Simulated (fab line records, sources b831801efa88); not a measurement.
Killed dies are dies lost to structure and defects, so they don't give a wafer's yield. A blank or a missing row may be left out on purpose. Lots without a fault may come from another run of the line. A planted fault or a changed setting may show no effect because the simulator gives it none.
One fault seen from 2 desks | flow sky130 | each desk has only its own numbers; what lay behind them comes last

THE METROLOGY DESK
What the gauges read, lot by lot, whatever tool the lot ran on: means of the sampled wafers that have a number. A lot is out of limits, marked OUT, if its mean lies more than 4 standard deviations from the usual mean; the brackets give that distance.
Columns: A = CAP2M_OVL at SKY_CAP2M_OVL_MEAS_12, usual 0.3 nm; B = cd_nm at SKY_METAL4_CD_MEAS_13, usual 299.6 nm; C = METAL4_OVL at SKY_METAL4_OVL_MEAS_14, usual 1 nm
lot  | first seen here | A    | B     | C
L286 | day 42 12:05    | -0.3 | 299.3 | 7
L292 | day 44 12:11    | 1.4  | 299.3 | -4
L293 | day 44 17:28    | -0.8 | 301.8 | -1
L295 | day 44 22:58    | 1.5  | 299.2 | -1
L300 | day 46 03:08    | 1.1  | 300.0 | 3
L303 | day 46 22:49    | 1.0  | 298.9 | -1
This desk's finding: nothing out of limits on any of the 6 lots.

THE TOOL OWNER'S DESK: litho_track-01
The tool's own readings at SKY_METAL4_COAT_08 (resist thk 1140 nm): means of the sampled wafers that have a number, for each lot that ran on this tool. A lot is out of limits, marked OUT, if its mean lies more than 4 standard deviations from the usual mean; the brackets give that distance.
Columns: A = resist_line_temp_C at SKY_METAL4_COAT_08, usual 22.96 C
lot  | first seen here | A
L286 | day 43 00:00    | 22.91
L292 | day 44 23:00    | 22.89
L293 | day 45 04:00    | 22.97
This desk's finding: nothing out of limits on any of the 3 lots.

PUT TOGETHER
The metrology desk saw nothing out of limits.
The tool owner's desk saw nothing out of limits.

WHAT THE SIMULATOR HAD PUT IN
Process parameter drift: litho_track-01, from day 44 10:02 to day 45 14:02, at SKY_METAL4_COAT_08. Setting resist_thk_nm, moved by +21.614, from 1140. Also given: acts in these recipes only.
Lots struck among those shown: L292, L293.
